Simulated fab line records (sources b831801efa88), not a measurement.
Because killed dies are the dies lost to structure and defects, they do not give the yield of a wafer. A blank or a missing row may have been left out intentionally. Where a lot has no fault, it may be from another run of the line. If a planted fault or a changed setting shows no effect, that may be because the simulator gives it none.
Matching of chambers || flow gf180mcu || GF_V2_CMP_26 on cmp-01: 4 sister chambers
The step polishes, stops on SiO2, t overpolish 15 s, target thk 0 nm. 4 wafers are shown with their chamber, then 6 later ones without.

## WAFERS PAIRED WITH THEIR CHAMBERS
{"wafer": "L339.5", "chamber": 3, "motor_current_A (A)": 11.0}
{"wafer": "L342.4", "chamber": 0, "motor_current_A (A)": 11.0}
{"wafer": "L346.4", "chamber": 2, "motor_current_A (A)": 10.9}
{"wafer": "L346.5", "chamber": 1, "motor_current_A (A)": 14.1}

## WAFERS WITH NO CHAMBER GIVEN
{"wafer": "L346.6", "motor_current_A (A)": 10.9}
{"wafer": "L351.2", "motor_current_A (A)": 13.9}
{"wafer": "L351.4", "motor_current_A (A)": 10.8}
{"wafer": "L351.5", "motor_current_A (A)": 11.4}
{"wafer": "L353.2", "motor_current_A (A)": 11.4}
{"wafer": "L353.6", "motor_current_A (A)": 11.3}

## EACH ONE'S CHAMBER
{"wafer": "L346.6", "from the rows above": "can't be placed: 2 or 0 or 3", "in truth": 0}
{"wafer": "L351.2", "from the rows above": 1, "in truth": 1}
{"wafer": "L351.4", "from the rows above": "can't be placed: 2 or 0 or 3", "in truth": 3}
{"wafer": "L351.5", "from the rows above": "can't be placed: 0 or 3 or 2", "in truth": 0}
{"wafer": "L353.2", "from the rows above": "can't be placed: 0 or 3 or 2", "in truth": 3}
{"wafer": "L353.6", "from the rows above": "can't be placed: 0 or 3 or 2", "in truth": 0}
Correctly placed: 1 of 6. Can't be placed from these rows: 5 (the true chamber is among the candidates in 5). Wrongly placed: 0.
How it was worked out, from the rows above alone: a wafer's distance from a chamber is the root of the sum, over the readings, of the square of ((its reading less the chamber's mean) divided by the reading's scatter). If the next closest chamber is less than 2 further off than the closest, the wafer can't be placed; otherwise it belongs to the closest. The mean given for a chamber averages the wafers shown for that chamber. The scatter: with one shown wafer a chamber, the root of the mean of the squares of how far each hidden wafer lies from its nearest shown one.
